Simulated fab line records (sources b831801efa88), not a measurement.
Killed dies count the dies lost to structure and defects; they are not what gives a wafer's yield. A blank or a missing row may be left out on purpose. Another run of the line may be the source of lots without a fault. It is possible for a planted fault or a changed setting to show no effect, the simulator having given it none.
fab line records    flow sfq-line
[record] lots = 6  wafers = 18  last-day = 89
route steps=325 shown I2@113 M3@118
lots that met no fault: taken from a fault-free run of the same line
start-h: the number of hours between the record's first day and the start of the first shown wafer of the lot    wait-h: time in hours since the lot's previous step    " identical to the entry in the row above    L1.1+2: a single row standing in for several wafers    - no value, or no start given    * or withheld: withheld    < > ~ a bound
route shown NAME@n: names a module that has steps shown in the file, with the first one's number in the route    usual: mean/standard deviation of fault-free wafers    same: alike in all rows    chamber/n: place in a boat    sites: each site's reading    _std_site: standard deviation across them    _edge_site: mean of outer sites minus mean of inner sites    radius-mm: how far each site lies from the wafer's centre    mask NAME#n: copy n    behind: tool/chamber where the wafer was last shaped    hold: why the lot was held/for how many hours/how that ended    device: the transistor (n, p or np) that didn't switch    end of line: the tests these same wafers got at the end of their route    where a step has no rows: the recipe by itself    killed: the dies lost at the first sort to structure and to defects; this is not the yield of the wafer    map: a wafer's dies, marking killed ones x, the rest . and places with no die _
set.NAME: the setting that was run; set.NAME@STEP: the one run at that earlier step    model.NAME: the simulator's own value behind a step, which no gauge read
lots at selected steps of the route; one table per step, one row per wafer
services: a tool's chamber out of use, with start hour (start-h, from the record's first day; less than 0 if before it), hours out, and reason
[[steps]]
[step SFQ_I2_OVL_MEAS_918]
[usual] I2_OVL = 1/5.4
lot.wafer  tool        chamber  start-h  wait-h  I2_OVL[nm]
L162.2     overlay-01  -        554.04   0.1     1
L162.3     "           -        "        "       6
L162.4     "           -        "        "       8
L163.1     overlay-02  -        563.64   0.1     4
L163.2     "           -        "        "       3
L163.5     "           -        "        "       8
L169.2     overlay-02  -        633.34   0.1     -2
L169.3     "           -        "        "       -1
L169.6     "           -        "        "       0
L170.1     overlay-02  -        652.04   0.1     0
L170.3     "           -        "        "       6
L170.5     "           -        "        "       5
L181.2     overlay-01  -        763.27   0.1     2
L181.5     "           -        "        "       2
L181.6     "           -        "        "       -1
L182.1     overlay-02  -        769.27   0.1     -2
L182.3     "           -        "        "       -4
L182.6     "           -        "        "       -4
[step SFQ_TRILAYER_I2_VIA_BARC_OPEN_VIA_ETCH_096]
[recipe] mask-material = PR  chemistry = O2  target-depth-nm = 125  target = BARC  source-w = 500  bias-w = 80  pressure-mtorr = 30  time-s = 41.7
[usual] drypump-motor-current-A = 5.9/0.63  oes-product-au = 0.685/0.0044
lot.wafer  tool         chamber  start-h  wait-h  drypump-motor-current-A  oes-product-au  rf-hours-counter-h
L162.2     rie-diel-04  3        554.07   0.0     6.7                      0.679           70
L162.3     "            2        "        "       6.4                      0.686           20
L162.4     "            0        "        "       6.3                      0.688           62
L163.1     rie-diel-04  2        563.67   0.0     6.4                      0.693           21
L163.2     "            0        "        "       6.3                      0.675           62
L163.5     "            3        "        "       6.7                      0.689           -
L169.2     rie-diel-01  0        633.37   0.0     6.0                      0.685           58
L169.3     "            3        "        "       5.8                      0.687           6
L169.6     "            3        "        "       5.8                      0.675           -
L170.1     rie-diel-04  2        652.08   0.0     6.5                      0.686           23
L170.3     "            1        "        "       5.2                      0.681           4
L170.5     "            2        "        "       6.5                      0.680           -
L181.2     rie-diel-04  1        763.30   0.0     5.2                      0.686           6
L181.5     "            3        "        "       6.7                      0.682           -
L181.6     "            2        "        "       6.5                      0.684           -
L182.1     rie-diel-01  0        769.30   0.0     6.0                      0.685           0
L182.3     "            1        "        "       4.8                      0.688           30
L182.6     "            1        "        "       4.8                      0.684           -
[step SFQ_TRILAYER_I2_VIA_ETCH_VIA_ETCH_070]
[recipe] target = SiO2  stop-on = Nb  mask-material = PR  taper-deg = 20  chemistry = CHF3  target-depth-nm = 260  source-w = 500  bias-w = 80  pressure-mtorr = 30  time-s = withheld
[usual] drypump-motor-current-A = 5.9/0.63  oes-product-au = 0.855/0.005
lot.wafer  tool         chamber  start-h  wait-h  drypump-motor-current-A  oes-product-au
L162.2     rie-diel-04  3        554.11   0.0     6.7                      0.854
L162.3     "            2        "        "       6.5                      0.846
L162.4     "            0        "        "       6.3                      0.848
L163.1     rie-diel-04  2        563.71   0.0     6.4                      0.853
L163.2     "            0        "        "       6.3                      0.866
L163.5     "            3        "        "       6.7                      0.864
L169.2     rie-diel-01  0        633.41   0.0     6.0                      0.856
L169.3     "            3        "        "       5.8                      0.856
L169.6     "            3        "        "       5.8                      0.855
L170.1     rie-diel-04  2        652.12   0.0     6.5                      0.848
L170.3     "            1        "        "       5.2                      0.863
L170.5     "            2        "        "       6.5                      0.842
L181.2     rie-diel-04  1        763.34   0.0     5.2                      0.844
L181.5     "            3        "        "       6.7                      0.862
L181.6     "            2        "        "       6.4                      0.858
L182.1     rie-diel-01  0        769.34   0.0     6.0                      0.853
L182.3     "            1        "        "       4.8                      0.854
L182.6     "            1        "        "       4.8                      0.843
[step SFQ_TRILAYER_I2_VIA_STRIP_STRIP_071]
[recipe] gas = O2  power-w = 200  platen-temp-c = 40  overash-fraction = 0.65  chemistry = O2  pressure-mtorr = 50
[usual] drypump-motor-current-A = 5.52/0.24  oes-product-au = 1.002/0.011  platen-temp-c = 40.01/0.11
lot.wafer  tool          chamber  start-h  wait-h  drypump-motor-current-A  oes-product-au  platen-temp-c  rf-hours-counter-h
L162.2     rie-metal-02  1        554.22   -       5.81                     1.005           40.11          120
L162.3     "             0        "        "       5.22                     0.986           39.88          -
L162.4     "             1        "        "       5.82                     1.008           40.03          -
L163.1     rie-metal-04  1        563.82   -       5.58                     0.987           40.22          148
L163.2     "             0        "        "       5.58                     1.002           39.84          37
L163.5     "             0        "        "       5.58                     0.990           39.95          -
L169.2     rie-metal-04  0        633.52   -       5.58                     0.996           40.07          51
L169.3     "             0        "        "       5.57                     1.001           39.96          -
L169.6     "             1        "        "       5.58                     0.989           40.07          -
L170.1     rie-metal-04  0        652.23   -       5.59                     1.008           40.10          54
L170.3     "             1        "        "       5.57                     0.986           40.14          -
L170.5     "             0        "        "       5.59                     1.009           39.98          -
L181.2     rie-metal-04  0        763.46   -       5.57                     0.999           39.90          78
L181.5     "             1        "        "       5.58                     0.999           40.07          -
L181.6     "             0        "        "       5.62                     1.013           39.91          -
L182.1     rie-metal-04  1        769.46   -       5.53                     0.981           40.12          4
L182.3     "             0        "        "       5.60                     1.000           40.01          -
L182.6     "             0        "        "       5.61                     1.004           40.03          -
[step SFQ_TRILAYER_I2_VIA_STRIP_SOLV_CLEAN_072]
[recipe] chemistry = NMP  temp-c = 70  time-s = 600
[step SFQ_TRILAYER_M3_DEP_PRE_CLEAN_074]
[recipe] gas = Ar  time-s = 22.5  bias-v = 250
[step SFQ_TRILAYER_M3_DEP_SPUTTER_073]
[recipe] material = Nb  base-pressure-pa = 1.33e-06  chamber-pressure-pa = 0.1333  substrate-temp-c = 20  resputter-cathode-voltage-v = 400  target-thk-nm = 200  power-w = 2000  time-s = 133.3
[usual] substrate-temp-c = 20.01/0.099  throttle-valve-pct = 29.2/1.1
lot.wafer  tool            chamber  start-h  wait-h  substrate-temp-c  throttle-valve-pct
L162.2     pvd-sputter-06  -        555.03   0.0     19.99             28.1
L162.3     "               -        "        "       19.92             30.0
L162.4     "               -        "        "       19.96             28.7
L163.1     pvd-sputter-06  -        564.64   0.0     20.01             28.0
L163.2     "               -        "        "       19.87             28.5
L163.5     "               -        "        "       19.87             30.0
L169.2     pvd-sputter-04  -        634.33   0.0     20.00             27.5
L169.3     "               -        "        "       20.01             28.7
L169.6     "               -        "        "       20.09             29.1
L170.1     pvd-sputter-06  -        653.03   0.0     20.03             28.2
L170.3     "               -        "        "       20.10             28.6
L170.5     "               -        "        "       20.02             28.6
L181.2     pvd-sputter-04  -        764.26   0.0     20.00             29.1
L181.5     "               -        "        "       19.92             30.2
L181.6     "               -        "        "       19.94             29.1
L182.1     pvd-sputter-04  -        770.26   0.0     19.90             29.0
L182.3     "               -        "        "       20.09             27.6
L182.6     "               -        "        "       20.02             28.8
[step SFQ_M3_RS_MEAS_919]
[recipe] thk-meas-gauge = four-point-probe  reads = Nb_of_TRILAYER_M3_DEP_SPUTTER_073
[usual] M3_NB_RS = 0.888/0.0091
lot.wafer  tool           chamber  start-h  wait-h  M3_NB_RS[ohm/sq]
L162.2     film-metro-02  -        555.14   0.1     0.892
L162.3     "              -        "        "       0.887
L162.4     "              -        "        "       0.900
L163.1     film-metro-01  -        564.73   0.0     0.896
L163.2     "              -        "        "       0.889
L163.5     "              -        "        "       0.885
L169.2     film-metro-01  -        634.44   0.1     0.869
L169.3     "              -        "        "       0.881
L169.6     "              -        "        "       0.877
L170.1     film-metro-01  -        653.13   0.0     0.878
L170.3     "              -        "        "       0.877
L170.5     "              -        "        "       0.887
L181.2     film-metro-01  -        764.37   0.1     0.895
L181.5     "              -        "        "       0.906
L181.6     "              -        "        "       0.899
L182.1     film-metro-02  -        770.35   0.0     0.887
L182.3     "              -        "        "       0.884
L182.6     "              -        "        "       0.885
[step SFQ_TRILAYER_M3_LITHO_COAT_080]
[recipe] resist = BARC  spin-rpm = 3000  resist-thk-nm = 62
[step SFQ_TRILAYER_M3_LITHO_COAT_075]
[recipe] resist = KrF  spin-rpm = 3000  resist-thk-nm = 600
[step SFQ_TRILAYER_M3_LITHO_SOFTBAKE_079]
[recipe] temp-c = withheld  time-s = withheld  resist = KrF
[step SFQ_TRILAYER_M3_LITHO_EXPOSE_076]
[recipe] mask-id = M3  na = 0.6  source-shape = conventional  sigma-outer = 0.65  target-cd-nm = 500  dose-mj = 14.4
[usual] stage-vel-mm-s = 500.07/0.26
lot.wafer  tool            chamber  start-h  wait-h  mask  stage-vel-mm-s  model.M3.overlay-x-nm
L162.2     krf-scanner-02  0        696.14   -       M3#0  500.05          2.963
L162.3     "               0        "        "       M3#0  500.28          2.963
L162.4     "               0        "        "       M3#0  500.43          2.963
L163.1     krf-scanner-02  0        704.34   -       M3#0  500.00          8.505
L163.2     "               0        "        "       M3#0  500.08          8.505
L163.5     "               0        "        "       M3#0  500.00          8.505
L169.2     krf-scanner-01  0        778.77   -       M3#0  500.32          55.38
L169.3     "               0        "        "       M3#0  500.52          55.38
L169.6     "               0        "        "       M3#0  500.33          55.38
L170.1     krf-scanner-01  0        795.38   -       M3#0  499.90          46.53
L170.3     "               0        "        "       M3#0  499.84          46.53
L170.5     "               0        "        "       M3#0  499.48          46.53
L181.2     krf-scanner-02  0        903.73   -       M3#0  500.20          -7.445
L181.5     "               0        "        "       M3#0  500.20          -7.445
L181.6     "               0        "        "       M3#0  500.22          -7.445
L182.1     krf-scanner-02  0        911.93   -       M3#0  500.30          -2.398
L182.3     "               0        "        "       M3#0  500.42          -2.398
L182.6     "               0        "        "       M3#0  500.22          -2.398
[step SFQ_TRILAYER_M3_LITHO_PEB_078]
[recipe] peb-temp-c = 115  peb-time-s = 60  resist = KrF
[step SFQ_TRILAYER_M3_LITHO_DEVELOP_077]
[recipe] time-s = 60  resist = KrF
[step SFQ_M3_OVL_MEAS_921]
[usual] M3_OVL = 0/5.3
lot.wafer  tool        chamber  start-h  wait-h  M3_OVL[nm]
L162.2     overlay-01  -        697.45   0.1     4
L162.3     "           -        "        "       4
L162.4     "           -        "        "       8
L163.1     overlay-01  -        705.84   0.1     7
L163.2     "           -        "        "       9
L163.5     "           -        "        "       4
L169.2     overlay-01  -        780.07   0.1     57
L169.3     "           -        "        "       53
L169.6     "           -        "        "       57
L170.1     overlay-01  -        796.88   0.1     49
L170.3     "           -        "        "       53
L170.5     "           -        "        "       48
L181.2     overlay-02  -        905.03   0.1     -5
L181.5     "           -        "        "       -3
L181.6     "           -        "        "       -3
L182.1     overlay-02  -        913.43   0.1     0
L182.3     "           -        "        "       3
L182.6     "           -        "        "       -2
[step SFQ_TRILAYER_M3_BARC_OPEN_METAL_ETCH_100]
[recipe] mask-material = PR  chemistry = O2  target-depth-nm = 125  target = BARC  icp-w = 600  bias-w = 80  pressure-mtorr = 10  time-s = 41.7
[usual] drypump-motor-current-A = 5.53/0.13  oes-product-au = 0.685/0.0047
lot.wafer  tool          chamber  start-h  wait-h  drypump-motor-current-A  oes-product-au  rf-hours-counter-h
L162.2     rie-metal-01  1        697.48   0.0     5.61                     0.684           147
L162.3     "             0        "        "       5.42                     0.682           -
L162.4     "             1        "        "       5.58                     0.680           -
L163.1     rie-metal-01  0        705.88   0.0     5.41                     0.687           25
L163.2     "             1        "        "       5.55                     0.694           148
L163.5     "             0        "        "       5.46                     0.686           -
L169.2     rie-metal-04  1        780.10   0.0     5.57                     0.687           5
L169.3     "             1        "        "       5.57                     0.687           -
L169.6     "             1        "        "       5.53                     0.696           -
L170.1     rie-metal-01  1        796.91   0.0     5.56                     0.687           166
L170.3     "             1        "        "       5.58                     0.684           -
L170.5     "             1        "        "       5.61                     0.690           -
L181.2     rie-metal-03  1        905.06   0.0     5.81                     0.687           143
L181.5     "             0        "        "       5.16                     0.683           -
L181.6     "             1        "        "       5.80                     0.685           -
L182.1     rie-metal-01  1        913.46   0.0     5.57                     0.684           8
L182.3     "             0        "        "       5.41                     0.691           -
L182.6     "             1        "        "       5.56                     0.684           -
[[services]]
tool            chamber  start-h  hours  kind
rie-diel-01     2        539.74   2.4    repair
rie-metal-01    1        549.42   3.4    repair
rie-diel-04     1        572.48   7.2    repair
rie-metal-04    1        580.87   3.0    repair
krf-scanner-02  -        583.74   1.3    pm
rie-diel-01     1        586.24   8.5    repair
rie-diel-04     0        629.94   2.8    repair
rie-metal-01    0        638.84   27.9   repair
krf-scanner-02  -        641.44   0.8    pm
krf-scanner-02  -        644.59   3.6    pm
rie-diel-01     -        645.88   0.5    repair
rie-diel-04     -        660.24   2.8    pm
rie-diel-04     1        676.77   6.1    repair
rie-metal-04    1        696.67   2.3    repair
rie-diel-04     2        716.45   2.7    repair
rie-diel-04     0        766.05   8.3    repair
rie-diel-04     -        812.17   1.0    repair
rie-diel-04     2        813.09   16.0   repair
rie-metal-04    1        814.30   2.7    repair
rie-diel-04     -        831.80   1.1    repair
rie-diel-04     -        859.38   28.1   pm
rie-diel-04     -        897.45   0.4    repair
rie-diel-04     1        900.31   5.4    repair
rie-metal-04    0        905.50   7.5    repair
[[key]]
[first-sign] step = SFQ_M3_OVL_MEAS_921  reading = M3_OVL  direction = up  sigmas = 10  usual = 0  struck = 53
effect none on later readings
[model-effect] step = SFQ_TRILAYER_M3_LITHO_EXPOSE_076  value = M3.overlay-x-nm  without = -6.732  struck = 50.96
met-at SFQ_TRILAYER_M3_LITHO_EXPOSE_076
struck-wafers L169.2,L169.3,L169.6,L170.1,L170.3,L170.5
[fault] kind = scanner-matching-overlay  tool = krf-scanner-01  chamber = -  onset-h = 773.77  steps = SFQ_TRILAYER_M3_LITHO_EXPOSE_076  offset = 57.689
